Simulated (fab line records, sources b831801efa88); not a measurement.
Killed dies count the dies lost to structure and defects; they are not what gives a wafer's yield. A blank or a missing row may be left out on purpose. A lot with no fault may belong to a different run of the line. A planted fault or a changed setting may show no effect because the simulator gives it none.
Matching of chambers | flow sky130 | cmp-02 running SKY_CONTACT_CMP_04: 4 sister chambers
The step polishes SiO2. 45 wafers are shown with their chamber, then 12 later ones without.

== WAFERS, EACH WITH ITS CHAMBER ==
wafer  | chamber | motor current A (A) | time to endpoint s (s) | slurry flow ml min
L074.2 | 2       | 12.9                | 84                     | 150.2
L074.3 | 1       | 12.0                | 79                     | 149.8
L074.4 | 0       | 13.0                | 89                     | 149.9
L075.2 | 1       | 12.0                | 85                     | 150.2
L075.3 | 2       | 13.2                | 91                     | 150.7
L075.6 | 0       | 12.5                | 93                     | 150.7
L077.1 | 0       | 12.4                | 95                     | 149.5
L077.2 | 3       | 12.3                | 78                     | 149.0
L077.4 | 1       | 12.0                | 86                     | 150.0
L078.2 | 0       | 11.6                | 87                     | 150.0
L078.3 | 1       | 12.0                | 87                     | 149.0
L078.5 | 1       | 11.7                | 84                     | 149.5
L079.1 | 3       | 12.5                | 82                     | 150.2
L079.5 | 1       | 11.5                | 83                     | 151.0
L079.6 | 0       | 12.2                | 91                     | 149.1
L080.1 | 2       | 13.7                | 84                     | 149.6
L080.3 | 3       | 13.2                | 77                     | 150.7
L080.5 | 3       | 12.8                | 78                     | 150.2
L081.1 | 1       | 11.6                | 83                     | 150.3
L081.2 | 3       | 13.0                | 78                     | 150.9
L081.3 | 2       | 13.3                | 86                     | 150.4
L082.1 | 3       | 13.0                | 74                     | 150.0
L082.4 | 1       | 12.0                | 76                     | 149.9
L082.6 | 2       | 13.2                | 78                     | 150.5
L084.2 | 2       | 12.5                | 79                     | 149.2
L084.3 | 0       | 11.6                | 84                     | 151.2
L084.6 | 2       | 13.5                | 81                     | 149.8
L085.1 | 3       | 13.0                | 77                     | 150.0
L085.3 | 2       | 12.6                | 80                     | 149.7
L085.4 | 0       | 11.6                | 80                     | 151.0
L086.2 | 0       | 12.2                | 86                     | 149.8
L086.3 | 2       | 13.3                | 82                     | 150.2
L086.5 | 3       | 12.6                | 75                     | 149.6
L087.3 | 0       | 11.8                | 81                     | 149.6
L087.4 | 2       | 13.2                | 80                     | 149.8
L087.6 | 3       | 11.9                | 75                     | 150.6
L088.1 | 0       | 12.1                | 85                     | 150.1
L088.4 | 2       | 12.8                | 79                     | 148.5
L088.6 | 1       | 12.1                | 79                     | 149.4
L089.2 | 0       | 12.3                | 85                     | 150.3
L089.5 | 2       | 13.5                | 86                     | 150.1
L089.6 | 3       | 12.5                | 82                     | 150.2
L090.1 | 2       | 13.5                | 81                     | 149.6
L090.2 | 3       | 12.5                | 74                     | 150.3
L090.6 | 0       | 12.4                | 88                     | 150.1

SIGNATURES, as means of the wafers listed above
reading            | chamber 0 | chamber 1 | chamber 2 | chamber 3 | scatter within a chamber
motor current A    | 12.142    | 11.878    | 13.169    | 12.664    | 0.366
time to endpoint s | 87.00     | 82.44     | 82.38     | 77.27     | 3.74
slurry flow ml min | 150.108   | 149.900   | 149.869   | 150.155   | 0.58
Rule: a wafer lies at a distance from a chamber equal to the root of the sum of squares, over the readings, of (its reading less the chamber's mean, divided by the reading's scatter). The wafer belongs to the nearest chamber; if the next one is less than 2 further off, it can't be placed. How the scatter is found: for the shown wafers, subtract from each reading the mean of its chamber, square and add these, divide the total by (wafers less chambers), then take the root.

== WAFERS WITH NO CHAMBER GIVEN ==
wafer  | motor current A (A) | time to endpoint s (s) | slurry flow ml min
L093.2 | 12.2                | 82                     | 150.2
L093.5 | 14.3                | 88                     | 150.2
L093.6 | 11.5                | 72                     | 150.0
L094.1 | 12.1                | 84                     | 149.5
L094.2 | 12.3                | 81                     | 150.0
L094.4 | 12.6                | 76                     | 149.9
L095.3 | 12.1                | 85                     | 150.1
L095.5 | 12.9                | 75                     | 149.6
L095.6 | 13.5                | 86                     | 149.8
L097.2 | 11.6                | 78                     | 150.4
L097.3 | 11.7                | 84                     | 149.9
L097.4 | 14.0                | 86                     | 150.2

== CHAMBER TAKEN BY EACH ==
wafer  | from the rows above               | in truth
L093.2 | can't be placed: 1 or 0 or 3 or 2 | 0
L093.5 | can't be placed: 2 or 3           | 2
L093.6 | can't be placed: 1 or 3 or 0      | 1
L094.1 | can't be placed: 1 or 0 or 3      | 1
L094.2 | can't be placed: 1 or 3 or 0 or 2 | 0
L094.4 | can't be placed: 3 or 2           | 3
L095.3 | can't be placed: 0 or 1           | 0
L095.5 | can't be placed: 3 or 2           | 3
L095.6 | can't be placed: 2 or 3           | 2
L097.2 | can't be placed: 1 or 0 or 3      | 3
L097.3 | can't be placed: 1 or 0           | 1
L097.4 | can't be placed: 2 or 3           | 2
Correctly placed: 0 of 12. Can't be placed from these rows: 12 (the true chamber is among the candidates in 12). 0 placed wrongly.
